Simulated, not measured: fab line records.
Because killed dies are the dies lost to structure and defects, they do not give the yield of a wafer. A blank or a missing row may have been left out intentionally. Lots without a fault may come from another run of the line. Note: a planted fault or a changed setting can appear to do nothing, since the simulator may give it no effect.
The tool behind it: which one? + flow gf180mcu + Sampling: 14 lots, 42 wafers, 5 of 602 route steps

## WHAT THE GAUGES READ, wafer by wafer
GF_MVPSD_OVL_MEAS_07. Usual: MVPSD_OVL -0.5 nm, standard deviation 1.7.
| lot  | measured     | on         | MVPSD_OVL (nm) | flag |
|------|--------------|------------|----------------|------|
| L608 | day 5 03:27  | overlay-01 | -0.3 -0.4 -0.3 |      |
| L609 | day 5 08:19  | overlay-01 | -4.1 -4.3 -2.7 |      |
| L610 | day 5 12:26  | overlay-02 | 1.7 2.3 3.2    |      |
| L611 | day 5 22:16  | overlay-01 | -0.2 -0.8 -2.5 |      |
| L617 | day 7 07:11  | overlay-01 | -1.3 -0.8 1.6  |      |
| L618 | day 7 10:56  | overlay-02 | 1.6 -0.2 -1.0  |      |
| L622 | day 8 11:50  | overlay-01 | -1.4 -1.3 -3.1 |      |
| L625 | day 9 06:00  | overlay-01 | -2.0 -2.2 -0.2 |      |
| L626 | day 9 10:50  | overlay-01 | -0.3 0.3 0.0   |      |
| L627 | day 9 17:05  | overlay-01 | -0.3 -1.6 -1.3 |      |
| L628 | day 9 23:29  | overlay-01 | 0.8 0.8 1.1    |      |
| L629 | day 10 06:53 | overlay-01 | -2.4 -2.7 -2.6 |      |
| L630 | day 10 10:02 | overlay-01 | 0.9 0.0 1.1    |      |
| L631 | day 10 19:59 | overlay-02 | -2.4 -1.7 -1.5 |      |

GF_SAB_THK_MEAS_01. Usual: SAB_CVD_00_THK 50.1 nm, standard deviation 0.63.
| lot  | measured     | on           | SAB_CVD_00_THK (nm) | flag |
|------|--------------|--------------|---------------------|------|
| L608 | day 14 07:16 | filmMetro-02 | 49.0 50.5 50.5      |      |
| L609 | day 14 15:40 | filmMetro-02 | 50.7 50.1 50.6      |      |
| L610 | day 14 18:42 | filmMetro-04 | 49.4 49.5 50.1      |      |
| L611 | day 15 13:10 | filmMetro-01 | 49.7 50.9 50.8      |      |
| L617 | day 17 10:58 | filmMetro-02 | 49.5 68.2 51.3      | OFF  |
| L618 | day 17 20:00 | filmMetro-04 | 50.2 50.7 68.8      | OFF  |
| L622 | day 19 01:49 | filmMetro-02 | 50.1 49.5 50.4      |      |
| L625 | day 20 04:24 | filmMetro-02 | 49.8 50.2 50.7      |      |
| L626 | day 20 11:58 | filmMetro-02 | 48.8 50.1 50.5      |      |
| L627 | day 20 20:47 | filmMetro-02 | 50.3 49.7 50.1      |      |
| L628 | day 21 11:11 | filmMetro-01 | 49.3 50.5 49.9      |      |
| L629 | day 21 15:08 | filmMetro-02 | 49.6 50.7 50.0      |      |
| L630 | day 21 17:49 | filmMetro-02 | 49.9 50.2 50.7      |      |
| L631 | day 22 05:37 | filmMetro-01 | 50.2 50.5 50.1      |      |

GF_CONTACT_CD_MEAS_14: target cd 220 nm. Usual: 220.0 nm for cdNm, sd 1.5.
| lot  | measured     | on       | cdNm (nm)         | flag |
|------|--------------|----------|-------------------|------|
| L608 | day 16 03:10 | cdSem-01 | 219.7 220.9 220.3 |      |
| L609 | day 16 12:22 | cdSem-02 | 216.8 218.4 217.6 |      |
| L610 | day 16 15:15 | cdSem-02 | 218.9 219.9 218.5 |      |
| L611 | day 17 11:32 | cdSem-02 | 220.0 219.8 220.6 |      |
| L617 | day 19 11:50 | cdSem-01 | 218.7 218.1 219.5 |      |
| L618 | day 19 22:23 | cdSem-02 | 221.9 222.1 221.1 |      |
| L622 | day 21 03:21 | cdSem-01 | 220.4 219.8 221.1 |      |
| L625 | day 22 05:04 | cdSem-01 | 224.6 223.5 224.7 |      |
| L626 | day 22 12:40 | cdSem-02 | 220.1 219.0 218.8 |      |
| L627 | day 22 21:28 | cdSem-02 | 219.5 218.8 219.8 |      |
| L628 | day 23 11:31 | cdSem-01 | 220.7 221.9 220.0 |      |
| L629 | day 23 15:11 | cdSem-01 | 220.1 222.5 221.7 |      |
| L630 | day 23 16:47 | cdSem-01 | 217.5 218.5 217.8 |      |
| L631 | day 24 04:50 | cdSem-01 | 221.7 221.5 221.9 |      |

## WHICH TOOL RAN EACH LOT (tool, then ch and the chambers of the sampled wafers, then the start)
| lot  | GF_SAB_CVD_00                   | GF_SAB_ETCH_11                    |
|------|---------------------------------|-----------------------------------|
| L608 | pecvd-03 ch 0,2, day 14 07:13   | rieDiel-04 ch 0,3, day 15 04:05   |
| L609 | pecvd-01 ch 0,1,2, day 14 15:35 | rieDiel-04 ch 0,2,3, day 15 12:49 |
| L610 | pecvd-03 ch 1,2, day 14 18:40   | rieDiel-01 ch 1,2,3, day 15 15:40 |
| L611 | pecvd-01 ch 0,2, day 15 13:08   | rieDiel-01 ch 1,2, day 16 11:02   |
| L617 | pecvd-02 ch 0,1,2, day 17 10:56 | rieDiel-04 ch 1,2,3, day 18 09:58 |
| L618 | pecvd-02 ch 0,2, day 17 19:59   | rieDiel-02 ch 2,3, day 18 20:01   |
| L622 | pecvd-01 ch 0,1,2, day 19 01:47 | rieDiel-04 ch 1,2,3, day 20 01:41 |
| L625 | pecvd-01 ch 0,1,2, day 20 04:22 | rieDiel-04 ch 1,2, day 21 04:20   |
| L626 | pecvd-03 ch 0,1,2, day 20 11:56 | rieDiel-02 ch 1,3, day 21 11:44   |
| L627 | pecvd-03 ch 0,2, day 20 20:46   | rieDiel-01 ch 0,1,3, day 21 20:31 |
| L628 | pecvd-01 ch 0,2, day 21 11:08   | rieDiel-02 ch 0,2, day 22 11:02   |
| L629 | pecvd-03 ch 1,2, day 21 15:07   | rieDiel-01 ch 0,3, day 22 14:38   |
| L630 | pecvd-02 ch 0,2, day 21 17:47   | rieDiel-01 ch 2,3, day 22 16:53   |
| L631 | pecvd-03 ch 1,2, day 22 05:35   | rieDiel-04 ch 0,2, day 23 04:44   |
- GF_SAB_CVD_00: deposits SiO2 from TEOS, target thk 50 nm, time 4.9302 s.
- GF_SAB_ETCH_11: etches SiO2 in C4F8/O2/Ar, target depth 55 nm, time 8.5 s.

## WHAT THE TOOLS THEMSELVES READ (means of the sampled wafers that have a number; where no wafer has one, the mark that the record gives instead)
GF_SAB_CVD_00. Usual: 610 W for heaterPowerW, sd 83.
| lot  | tool     | heaterPowerW (W) | flag |
|------|----------|------------------|------|
| L608 | pecvd-03 | 631              |      |
| L609 | pecvd-01 | 570              |      |
| L610 | pecvd-03 | 590              |      |
| L611 | pecvd-01 | 559              |      |
| L617 | pecvd-02 | 697              |      |
| L618 | pecvd-02 | 674              |      |
| L622 | pecvd-01 | 510              |      |
| L625 | pecvd-01 | 531              |      |
| L626 | pecvd-03 | 574              |      |
| L627 | pecvd-03 | 627              |      |
| L628 | pecvd-01 | 513              |      |
| L629 | pecvd-03 | 590              |      |
| L630 | pecvd-02 | 736              |      |
| L631 | pecvd-03 | 596              |      |

GF_SAB_ETCH_11. Usual: biasW 1200 W, standard deviation 3.4; oesProductAu 1.001 a.u., standard deviation 0.0091.
| lot  | tool       | biasW (W) | oesProductAu (a.u.) | flag |
|------|------------|-----------|---------------------|------|
| L608 | rieDiel-04 | 1203      | 1.007               |      |
| L609 | rieDiel-04 | 1203      | 1.008               |      |
| L610 | rieDiel-01 | 1197      | 1.006               |      |
| L611 | rieDiel-01 | 1201      | 0.999               |      |
| L617 | rieDiel-04 | 1201      | 0.996               |      |
| L618 | rieDiel-02 | 1201      | 0.997               |      |
| L622 | rieDiel-04 | 1197      | 0.997               |      |
| L625 | rieDiel-04 | 1201      | 0.990               |      |
| L626 | rieDiel-02 | 1198      | 1.016               |      |
| L627 | rieDiel-01 | 1201      | 1.005               |      |
| L628 | rieDiel-02 | 1199      | 1.005               |      |
| L629 | rieDiel-01 | 1201      | 0.991               |      |
| L630 | rieDiel-01 | 1198      | 1.001               |      |
| L631 | rieDiel-04 | 1200      | 1.001               |      |

## THE ANSWER, worked out from the rows above alone
Rule: lot off if the mean of its wafers having a number is beyond 3 standard deviations from the usual mean. Also off: a lot with no number at a reading for which 4 or more lots have one. Where the step has rows for the other lots, those lots are counted as sound. Order of review: gauges by route order, followed by the tools' own readings, for which a lot's mean as printed above is used. The first step at which some lot is off is used, and at that step the reading that is off furthest; a lot without a number counts as furthest.
Off: L617, L618, at GF_SAB_THK_MEAS_01 (SAB_CVD_00_THK).
A tool fits if, at a process step before that reading, it ran every lot that is off, and no sound lot after the first of them. The gauges at GF_SAB_THK_MEAS_01 are tried like those tools. Not one of the candidates tried fits.

## WHAT THE SIMULATOR HAD INSERTED
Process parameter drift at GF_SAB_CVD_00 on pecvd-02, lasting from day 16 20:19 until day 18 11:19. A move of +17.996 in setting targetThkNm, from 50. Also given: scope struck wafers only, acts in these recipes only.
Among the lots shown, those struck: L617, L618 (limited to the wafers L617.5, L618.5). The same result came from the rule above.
